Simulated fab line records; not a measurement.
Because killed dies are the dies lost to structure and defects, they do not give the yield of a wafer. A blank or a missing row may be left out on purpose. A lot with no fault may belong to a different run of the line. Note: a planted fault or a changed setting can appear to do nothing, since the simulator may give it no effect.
Which tool is to blame? / flow gf180mcu / 42 wafers from 14 lots sampled at 3 of the route's 602 steps

## WHAT THE GAUGES SHOWED, per wafer
GF_CONTACT_THK_MEAS_03.
lot=L594; measured=day 14 20:56; on=filmMetro-04; CONTACT_CVD_02_THK (nm)=854 849 852
lot=L595; measured=day 15 07:18; on=filmMetro-03; CONTACT_CVD_02_THK (nm)=850 851 856
lot=L596; measured=day 16 17:47; on=filmMetro-03; CONTACT_CVD_02_THK (nm)=847 849 832
lot=L597; measured=day 16 23:13; on=filmMetro-03; CONTACT_CVD_02_THK (nm)=862 867 875
lot=L599; measured=day 16 23:55; on=filmMetro-03; CONTACT_CVD_02_THK (nm)=870 881 864
lot=L600; measured=day 17 07:43; on=filmMetro-01; CONTACT_CVD_02_THK (nm)=858 867 858
lot=L601; measured=day 17 21:41; on=filmMetro-04; CONTACT_CVD_02_THK (nm)=865 879 872
lot=L609; measured=day 20 18:05; on=filmMetro-04; CONTACT_CVD_02_THK (nm)=844 852 856
lot=L610; measured=day 21 04:02; on=filmMetro-03; CONTACT_CVD_02_THK (nm)=866 847 838
lot=L611; measured=day 21 07:40; on=filmMetro-01; CONTACT_CVD_02_THK (nm)=839 839 846
lot=L613; measured=day 22 01:01; on=filmMetro-04; CONTACT_CVD_02_THK (nm)=862 859 845
lot=L614; measured=day 22 12:01; on=filmMetro-01; CONTACT_CVD_02_THK (nm)=839 860 859
lot=L616; measured=day 22 23:37; on=filmMetro-01; CONTACT_CVD_02_THK (nm)=844 869 860
lot=L617; measured=day 23 08:47; on=filmMetro-03; CONTACT_CVD_02_THK (nm)=848 847 847

GF_CONTACT_RS_MEAS_25: uses a four-point probe to measure.
lot=L594; measured=day 15 19:24; on=filmMetro-04; CONTACT_W_RS (ohm/sq)=0.380 0.383 0.381
lot=L595; measured=day 16 06:35; on=filmMetro-03; CONTACT_W_RS (ohm/sq)=0.389 0.388 0.385
lot=L596; measured=day 17 17:02; on=filmMetro-03; CONTACT_W_RS (ohm/sq)=0.378 0.382 0.381
lot=L597; measured=day 17 22:43; on=filmMetro-03; CONTACT_W_RS (ohm/sq)=0.382 0.387 0.388
lot=L599; measured=day 17 23:33; on=filmMetro-03; CONTACT_W_RS (ohm/sq)=0.385 0.382 0.379
lot=L600; measured=day 18 07:54; on=filmMetro-01; CONTACT_W_RS (ohm/sq)=0.383 0.384 0.383
lot=L601; measured=day 18 22:13; on=filmMetro-04; CONTACT_W_RS (ohm/sq)=0.383 0.386 0.378
lot=L609; measured=day 21 19:14; on=filmMetro-04; CONTACT_W_RS (ohm/sq)=0.388 0.392 0.387
lot=L610; measured=day 22 04:26; on=filmMetro-03; CONTACT_W_RS (ohm/sq)=0.385 0.385 0.386
lot=L611; measured=day 22 08:28; on=filmMetro-03; CONTACT_W_RS (ohm/sq)=0.387 0.392 0.383
lot=L613; measured=day 23 01:03; on=filmMetro-04; CONTACT_W_RS (ohm/sq)=0.384 0.386 0.388
lot=L614; measured=day 23 12:00; on=filmMetro-03; CONTACT_W_RS (ohm/sq)=0.386 0.391 0.384
lot=L616; measured=day 23 23:52; on=filmMetro-03; CONTACT_W_RS (ohm/sq)=0.383 0.385 0.382
lot=L617; measured=day 24 08:29; on=filmMetro-03; CONTACT_W_RS (ohm/sq)=0.384 0.379 0.382

## WHAT TOOL EACH LOT RAN ON (gives the tool, then ch and the chambers of the sampled wafers, and finally the start)
lot=L594; GF_CONTACT_SPUTTER_23=pvdSputter-03, day 15 19:08
lot=L595; GF_CONTACT_SPUTTER_23=pvdSputter-02, day 16 06:25
lot=L596; GF_CONTACT_SPUTTER_23=pvdSputter-02, day 17 16:52
lot=L597; GF_CONTACT_SPUTTER_23=pvdSputter-04, day 17 22:34
lot=L599; GF_CONTACT_SPUTTER_23=pvdSputter-03, day 17 23:25
lot=L600; GF_CONTACT_SPUTTER_23=pvdSputter-04, day 18 07:46
lot=L601; GF_CONTACT_SPUTTER_23=pvdSputter-02, day 18 22:02
lot=L609; GF_CONTACT_SPUTTER_23=pvdSputter-02, day 21 19:04
lot=L610; GF_CONTACT_SPUTTER_23=pvdSputter-04, day 22 04:18
lot=L611; GF_CONTACT_SPUTTER_23=pvdSputter-04, day 22 08:18
lot=L613; GF_CONTACT_SPUTTER_23=pvdSputter-03, day 23 00:52
lot=L614; GF_CONTACT_SPUTTER_23=pvdSputter-04, day 23 11:50
lot=L616; GF_CONTACT_SPUTTER_23=pvdSputter-04, day 23 23:44
lot=L617; GF_CONTACT_SPUTTER_23=pvdSputter-03, day 24 08:21
- GF_CONTACT_SPUTTER_23: material TiN, target thk 10 nm, time 40 s.

## AS READ BY THE TOOLS THEMSELVES (means over the sampled wafers that have a number; for cases with no such wafer, the mark the record gives instead)
GF_CONTACT_SPUTTER_23.
lot=L594; tool=pvdSputter-03; cathodeDcPowerW (W)=4000.8; throttleValvePct (%)=30.6
lot=L595; tool=pvdSputter-02; cathodeDcPowerW (W)=3999.8; throttleValvePct (%)=29.2
lot=L596; tool=pvdSputter-02; cathodeDcPowerW (W)=3999.8; throttleValvePct (%)=29.6
lot=L597; tool=pvdSputter-04; cathodeDcPowerW (W)=4000.1; throttleValvePct (%)=29.8
lot=L599; tool=pvdSputter-03; cathodeDcPowerW (W)=3999.9; throttleValvePct (%)=30.7
lot=L600; tool=pvdSputter-04; cathodeDcPowerW (W)=3999.9; throttleValvePct (%)=30.0
lot=L601; tool=pvdSputter-02; cathodeDcPowerW (W)=3999.9; throttleValvePct (%)=30.0
lot=L609; tool=pvdSputter-02; cathodeDcPowerW (W)=3999.5; throttleValvePct (%)=30.0
lot=L610; tool=pvdSputter-04; cathodeDcPowerW (W)=4000.1; throttleValvePct (%)=29.8
lot=L611; tool=pvdSputter-04; cathodeDcPowerW (W)=4000.5; throttleValvePct (%)=29.8
lot=L613; tool=pvdSputter-03; cathodeDcPowerW (W)=4000.1; throttleValvePct (%)=31.2
lot=L614; tool=pvdSputter-04; cathodeDcPowerW (W)=3999.9; throttleValvePct (%)=29.5
lot=L616; tool=pvdSputter-04; cathodeDcPowerW (W)=4000.3; throttleValvePct (%)=29.6
lot=L617; tool=pvdSputter-03; cathodeDcPowerW (W)=4000.1; throttleValvePct (%)=30.5

## THE ANSWER, worked out from the rows above alone
Rule: the lots themselves supply what counts as usual. The widest of any qualifying gaps counts: lots, ordered by their means at a reading, are off when they make up no more than a third of the lots, leave a main group of 4 or more, and stand apart from it by 3 or more times the standard deviation of that group's means. If all means in a main group match to the digits the tables above print for the reading, that group is not used. Also off: a lot with no number at a reading for which 4 or more lots have one. Where the step has rows for the other lots, those lots are counted as sound. The gauges are gone through in route order, then the tools' own readings, and for those a lot's mean is taken as printed above. The first step at which some lot is off is used, and at that step the reading that is off furthest; a lot without a number counts as furthest.
Nothing can be told from this: no lot is off at any reading shown.

## WHAT THE SIMULATOR HAD PUT IN
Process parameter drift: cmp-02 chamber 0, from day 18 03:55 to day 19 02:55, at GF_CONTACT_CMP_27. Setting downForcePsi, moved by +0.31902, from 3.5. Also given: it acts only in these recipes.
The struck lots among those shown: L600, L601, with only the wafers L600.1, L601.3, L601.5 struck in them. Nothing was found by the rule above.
